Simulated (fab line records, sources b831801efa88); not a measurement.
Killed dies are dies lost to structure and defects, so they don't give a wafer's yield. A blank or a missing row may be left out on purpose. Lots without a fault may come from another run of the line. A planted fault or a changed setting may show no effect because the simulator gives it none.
Chamber matching | flow sky130 | SKY_FIELD_ISO_ETCH_14 on rie_diel-04: 4 sister chambers
The step etches BARC in N2/H2, stops on SiO2, time 45.9 s, target depth 60 nm. 8 wafers are shown with their chamber, then 7 later ones without.

WAFERS WITH THEIR CHAMBER
wafer  | chamber | run_length_s (s) | oes_product_au (a.u.)
L344.2 | 3       | 74.4             | 0.858
L348.5 | 2       | 74.4             | 0.858
L348.6 | 1       | 74.6             | 0.854
L352.1 | 0       | 75.1             | 0.854
L352.2 | 1       | 74.4             | 0.851
L352.4 | 3       | 74.3             | 0.857
L356.2 | 2       | 74.8             | 0.852
L356.3 | 0       | 74.6             | 0.851

WAFERS WITHOUT THEIR CHAMBER
wafer  | run_length_s (s) | oes_product_au (a.u.)
L356.5 | 74.4             | 0.854
L362.1 | 74.1             | 0.857
L362.2 | 74.7             | 0.848
L362.3 | 74.4             | 0.859
L363.1 | 74.8             | 0.852
L363.4 | 74.4             | 0.854
L363.5 | 74.3             | 0.853

WHICH CHAMBER EACH WENT THROUGH
wafer  | from the rows above               | in truth
L356.5 | can't be placed: 1 or 2 or 3 or 0 | 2
L362.1 | can't be placed: 3 or 2 or 1      | 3
L362.2 | can't be placed: 0 or 1 or 2      | 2
L362.3 | can't be placed: 3 or 2 or 1      | 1
L363.1 | can't be placed: 0 or 1 or 2      | 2
L363.4 | can't be placed: 1 or 2 or 3 or 0 | 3
L363.5 | can't be placed: 1 or 2 or 3 or 0 | 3
Placed correctly: 0 of 7. Can't be placed from these rows: 7 (the true chamber is among the candidates in 7). Placed wrongly: 0.
How it was worked out, from the rows above alone: a wafer's distance from a chamber is the root of the sum, over the readings, of the square of ((its reading less the chamber's mean) divided by the reading's scatter). The wafer belongs to the nearest chamber; if the next one is less than 2 further off, it can't be placed. A chamber's mean is the mean of its shown wafers. The scatter: the root of (the sum of the squares of (reading less its chamber's mean) over the shown wafers, divided by (wafers less chambers)).
